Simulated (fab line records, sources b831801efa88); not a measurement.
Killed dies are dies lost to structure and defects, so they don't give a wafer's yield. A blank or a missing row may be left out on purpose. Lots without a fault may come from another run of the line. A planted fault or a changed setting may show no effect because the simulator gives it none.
Which tool did it? | flow gf180mcu | 14 lots, 42 wafers sampled, at 2 steps of a route of 602

WHAT THE GAUGES READ, wafer by wafer
GF_V4_THK_MEAS_01. Usual: V4_CVD_00_THK 602 nm, standard deviation 5.4.
lot  | measured     | on            | V4_CVD_00_THK (nm) | flag
L775 | day 23 15:08 | film_metro-03 | 599 599 592        |
L776 | day 23 22:46 | film_metro-03 | 593 593 595        |
L780 | day 25 11:13 | film_metro-04 | 609 602 601        |
L781 | day 25 17:43 | film_metro-03 | 609 605 602        |
L782 | day 26 08:24 | film_metro-03 | 604 600 597        |
L783 | day 26 15:25 | film_metro-01 | 609 606 611        |
L784 | day 27 00:54 | film_metro-03 | 600 599 600        |
L785 | day 27 04:16 | film_metro-03 | 606 614 609        |
L786 | day 27 14:20 | film_metro-01 | 599 599 603        |
L794 | day 29 20:40 | film_metro-03 | 609 610 607        |
L795 | day 29 23:55 | film_metro-03 | 600 598 600        |
L796 | day 30 09:27 | film_metro-04 | 601 610 601        |
L797 | day 30 14:22 | film_metro-03 | 603 603 605        |
L798 | day 30 20:29 | film_metro-03 | 606 605 600        |

WHICH TOOL RAN EACH LOT (tool, then ch and the chambers of the sampled wafers, then the start)
lot  | GF_V3_SPUTTER_22
L775 | pvd_sputter-02, day 22 14:52
L776 | pvd_sputter-02, day 22 22:11
L780 | pvd_sputter-04, day 24 11:56
L781 | pvd_sputter-01, day 24 17:46
L782 | pvd_sputter-04, day 25 09:16
L783 | pvd_sputter-01, day 25 16:49
L784 | pvd_sputter-02, day 26 01:56
L785 | pvd_sputter-04, day 26 05:27
L786 | pvd_sputter-01, day 26 15:47
L794 | pvd_sputter-04, day 29 00:24
L795 | pvd_sputter-02, day 29 03:45
L796 | pvd_sputter-04, day 29 12:49
L797 | pvd_sputter-01, day 29 17:31
L798 | pvd_sputter-04, day 30 00:30
- GF_V3_SPUTTER_22: material TiN, target thk 10 nm, time 40 s.

WHAT THE TOOLS THEMSELVES READ (means of the sampled wafers that have a number; where no wafer has one, the mark that the record gives instead)
GF_V3_SPUTTER_22. Usual: chamber_pressure_pa 5.001 Pa, standard deviation 0.011; throttle_valve_pct 30.5 %, standard deviation 1.
lot  | tool           | chamber_pressure_pa (Pa) | throttle_valve_pct (%) | flag
L775 | pvd_sputter-02 | 4.989                    | 29.6                   |
L776 | pvd_sputter-02 | 5.002                    | 30.3                   |
L780 | pvd_sputter-04 | 5.010                    | 29.9                   |
L781 | pvd_sputter-01 | 4.999                    | 31.0                   |
L782 | pvd_sputter-04 | 5.004                    | 30.4                   |
L783 | pvd_sputter-01 | 5.004                    | 30.9                   |
L784 | pvd_sputter-02 | 4.992                    | 30.5                   |
L785 | pvd_sputter-04 | 5.006                    | 30.7                   |
L786 | pvd_sputter-01 | 4.995                    | 31.3                   |
L794 | pvd_sputter-04 | 4.992                    | 30.6                   |
L795 | pvd_sputter-02 | 4.990                    | 29.2                   |
L796 | pvd_sputter-04 | 5.002                    | 30.1                   |
L797 | pvd_sputter-01 | 5.012                    | 31.0                   |
L798 | pvd_sputter-04 | 5.005                    | 30.6                   |

THE ANSWER, worked out from the rows above alone
Rule: a lot is off if the mean of its wafers that have a number lies more than 3 standard deviations from the usual mean. A lot without any number at a reading at which 4 lots or more have one is off too. The other lots that the step has rows for count as sound. The gauges are gone through in route order, then the tools' own readings, and for those a lot's mean is taken as printed above. The first step at which some lot is off is used, and at that step the reading that is off furthest; a lot without a number counts as furthest.
No lot is off at any reading shown: from this, nothing can be told.

WHAT THE SIMULATOR HAD PUT IN
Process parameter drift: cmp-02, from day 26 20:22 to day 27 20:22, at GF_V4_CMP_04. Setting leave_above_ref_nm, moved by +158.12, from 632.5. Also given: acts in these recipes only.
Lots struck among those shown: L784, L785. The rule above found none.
